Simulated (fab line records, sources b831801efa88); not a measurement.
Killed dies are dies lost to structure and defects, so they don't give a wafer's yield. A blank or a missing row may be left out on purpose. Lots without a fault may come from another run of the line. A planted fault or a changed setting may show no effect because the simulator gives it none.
Which tool did it? | flow sky130 | 13 lots, 39 wafers sampled, at 2 steps of a route of 708

WHAT THE GAUGES READ, wafer by wafer
SKY_METAL1_OVL_MEAS_16.
lot  | measured     | on         | METAL1_OVL (nm)
L532 | day 34 04:04 | overlay-02 | 6 10 2
L534 | day 34 11:36 | overlay-01 | 2 -6 -3
L533 | day 34 13:10 | overlay-01 | 6 8 4
L535 | day 34 13:31 | overlay-02 | 4 2 3
L537 | day 35 13:16 | overlay-01 | -3 -3 -3
L539 | day 35 19:07 | overlay-01 | -2 5 -3
L540 | day 35 23:37 | overlay-01 | -2 2 -3
L541 | day 36 07:24 | overlay-02 | 0 4 -1
L543 | day 37 12:04 | overlay-02 | -13 -20 -14
L544 | day 37 14:05 | overlay-01 | 10 4 12
L545 | day 37 18:26 | overlay-01 | -5 -8 -16
L552 | day 40 03:43 | overlay-02 | -7 -4 -3
L553 | day 40 05:29 | overlay-02 | -4 1 -5

SKY_VIA1_THK_MEAS_01.
lot  | measured     | on            | VIA1_HDPCVD_THK (nm)
L532 | day 34 05:01 | film_metro-04 | 1036 1028 1026
L534 | day 34 12:32 | film_metro-01 | 1024 1032 1024
L533 | day 34 14:05 | film_metro-01 | 1039 1042 1031
L535 | day 34 14:28 | film_metro-03 | 1027 1024 1040
L537 | day 35 14:13 | film_metro-01 | 1022 1043 1041
L539 | day 35 20:05 | film_metro-01 | 1014 1026 1027
L540 | day 36 00:33 | film_metro-03 | 1043 1021 1029
L541 | day 36 08:20 | film_metro-01 | 1016 1020 1025
L543 | day 37 13:02 | film_metro-03 | 1032 1027 1027
L544 | day 37 15:02 | film_metro-01 | 1036 1028 1024
L545 | day 37 19:22 | film_metro-01 | 1032 1026 1046
L552 | day 40 04:38 | film_metro-03 | 1050 1042 1046
L553 | day 40 06:25 | film_metro-03 | 1043 1028 1036

WHICH TOOL RAN EACH LOT (tool, then ch and the chambers of the sampled wafers, then the start)
The record holds no process step before these readings.

WHAT THE TOOLS THEMSELVES READ (means of the sampled wafers that have a number; where no wafer has one, the mark that the record gives instead)
The record holds no such reading with a usual standard deviation.

THE ANSWER, worked out from the rows above alone
Rule: what is usual is taken from the lots themselves. Put in order of their means at a reading, lots are off if they are a third of the lots or fewer, leave a main group of 4 or more, and stand apart from it by a gap of 3 or more times the standard deviation of the main group's means; of several such gaps the widest counts. A main group whose means are all the same, to the digits that the tables above print for the reading, isn't used. A lot without any number at a reading at which 4 lots or more have one is off too. The other lots that the step has rows for count as sound. The gauges are gone through in route order, then the tools' own readings, and for those a lot's mean is taken as printed above. The first step at which some lot is off is used, and at that step the reading that is off furthest; a lot without a number counts as furthest.
No lot is off at any reading shown: from this, nothing can be told.

WHAT THE SIMULATOR HAD PUT IN
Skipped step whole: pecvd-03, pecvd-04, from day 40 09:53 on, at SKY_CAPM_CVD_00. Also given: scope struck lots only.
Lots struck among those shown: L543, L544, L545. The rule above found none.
